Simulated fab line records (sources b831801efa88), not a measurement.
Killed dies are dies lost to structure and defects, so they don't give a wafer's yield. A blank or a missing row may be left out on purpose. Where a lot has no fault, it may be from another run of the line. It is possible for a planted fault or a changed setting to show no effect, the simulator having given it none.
Struck lot and sound lot, side by side	flow sfq_line	20 steps out of a route of 325
Sound: wafers L660.2, L660.3, L660.4. Wafers struck: L662.1, L662.3, L662.5. The cause is named last.
For every step that has rows: the tool of each side, followed by ch and its chambers, followed by its first start. Under that, the readings that differ: sound wafers	struck wafers	difference of the means	sigmas: that difference in standard deviations of wafers without a fault.
alike: words and numbers the same on both sides, and readings whose means are apart by under 2 such deviations; not compared: readings that were withheld, readings missing a value for some wafer, numbers with overlapping values and no deviation given by the record, and bounds like >300 which may hide the same value.
The two part at a step that has a row with sigmas, a row that says differs or no value, or rows on one side only. When numbers do not overlap yet have no deviation, they are printed without sigmas and do not part them. A reading missing from all wafers of one side parts the sides only when that side holds two or more wafers.

first, 3 steps without rows for these wafers: SFQ_TRILAYER_I2_VIA_LITHO_EXPOSE_068 (exposes mask I2, target cd 500 nm); SFQ_TRILAYER_I2_VIA_LITHO_PEB_070 (peb time 60 s); SFQ_TRILAYER_I2_VIA_LITHO_DEVELOP_069 (time 60 s).
SFQ_I2_OVL_MEAS_918:
  sound on overlay-02 at day 39 05:09; struck on overlay-02 at day 40 00:21
  alike: I2_OVL
SFQ_TRILAYER_I2_VIA_BARC_OPEN_VIA_ETCH_096: etches BARC in O2, target depth 125 nm, time 41.7 s.
  sound on rie_diel-04 ch 0,2,3, day 39 05:11; struck on rie_diel-01 ch 1,3, day 40 00:23
  alike: drypump_motor_current_A, oes_product_au
  not compared: rf_hours_counter_h
SFQ_TRILAYER_I2_VIA_ETCH_VIA_ETCH_070: etches SiO2 in CHF3, stops on Nb, target depth 260 nm.
  sound on rie_diel-04 ch 0,2,3, day 39 05:13; struck on rie_diel-01 ch 1,3, day 40 00:25
  alike: drypump_motor_current_A, oes_product_au
SFQ_TRILAYER_I2_VIA_STRIP_STRIP_071: strips in O2.
  sound on rie_metal-04 ch 0,1, day 39 05:20; struck on rie_metal-01 ch 1, day 40 00:32
reading	sound	struck	difference	sigmas
drypump_motor_current_A (A)	5.0 5.0 5.8	6.3 6.3 6.3	+1.0	+3
  alike: oes_product_au
  not compared: rf_hours_counter_h
then, 2 steps without rows for these wafers: SFQ_TRILAYER_I2_VIA_STRIP_SOLV_CLEAN_072 (cleans in NMP, time 600 s); SFQ_TRILAYER_M3_DEP_PRE_CLEAN_074 (time 22.5 s).
SFQ_TRILAYER_M3_DEP_SPUTTER_073: material Nb, target thk 200 nm, time 133.3 s.
  sound on pvd_sputter-04 at day 39 06:19; struck on pvd_sputter-04 at day 40 01:22
  alike: throttle_valve_pct
SFQ_M3_RS_MEAS_919: the measuring method here is four-point-probe.
  sound on film_metro-01 at day 39 06:26; struck on film_metro-01 at day 40 01:27
  alike: M3_NB_RS
SFQ_TRILAYER_M3_LITHO_COAT_080: resist thk 62 nm.
  sound on litho_track-04 ch 0, day 39 06:38; struck on litho_track-04 ch 0, day 40 01:38
reading	sound	struck	difference	sigmas
model.BARC_of_TRILAYER_M3_LITHO_COAT_080.thk_nm (nm)	62.24 61.95 61.98	59.6 59.72 59.59	-2.4	
  alike: chill_plate_temp_C
then, 5 steps without rows for these wafers: SFQ_TRILAYER_M3_LITHO_COAT_075 (resist thk 600 nm); SFQ_TRILAYER_M3_LITHO_SOFTBAKE_079; SFQ_TRILAYER_M3_LITHO_EXPOSE_076 (exposes mask M3, target cd 500 nm); SFQ_TRILAYER_M3_LITHO_PEB_078 (peb time 60 s); SFQ_TRILAYER_M3_LITHO_DEVELOP_077 (time 60 s).
-- the record jumps here: 6 days lie between the struck wafers' starts before and after --
SFQ_M3_OVL_MEAS_921:
  sound on overlay-01 at day 44 23:07; struck on overlay-01 at day 45 19:31
  alike: M3_OVL
SFQ_TRILAYER_M3_BARC_OPEN_METAL_ETCH_100: etches BARC in O2, target depth 125 nm, time 41.7 s.
  sound on rie_metal-02 ch 0,1, day 44 23:09; struck on rie_metal-02 ch 0,1, day 45 19:33
reading	sound	struck	difference	sigmas
model.etch.depth_nm (nm)	62.24 61.95 61.98	59.6 59.72 59.59	-2.4	
  alike: drypump_motor_current_A, oes_product_au
  not compared: rf_hours_counter_h
SFQ_TRILAYER_M3_ETCH_METAL_ETCH_078: etches Nb in Cl2/Ar, stops on SiO2, target depth 240 nm, time 120 s.
  sound on rie_metal-02 ch 0,1, day 44 23:13; struck on rie_metal-02 ch 0,1, day 45 19:37
  alike: drypump_motor_current_A, oes_product_au
  not compared: rf_hours_counter_h

WHERE THEY PART
Only at SFQ_TRILAYER_I2_VIA_STRIP_STRIP_071, within this record. Later steps at which nothing parts them and some readings are alike: SFQ_TRILAYER_M3_DEP_SPUTTER_073, SFQ_M3_RS_MEAS_919, SFQ_TRILAYER_M3_LITHO_COAT_080, SFQ_M3_OVL_MEAS_921, SFQ_TRILAYER_M3_BARC_OPEN_METAL_ETCH_100, SFQ_TRILAYER_M3_ETCH_METAL_ETCH_078.

WHY: whatever the simulator had introduced
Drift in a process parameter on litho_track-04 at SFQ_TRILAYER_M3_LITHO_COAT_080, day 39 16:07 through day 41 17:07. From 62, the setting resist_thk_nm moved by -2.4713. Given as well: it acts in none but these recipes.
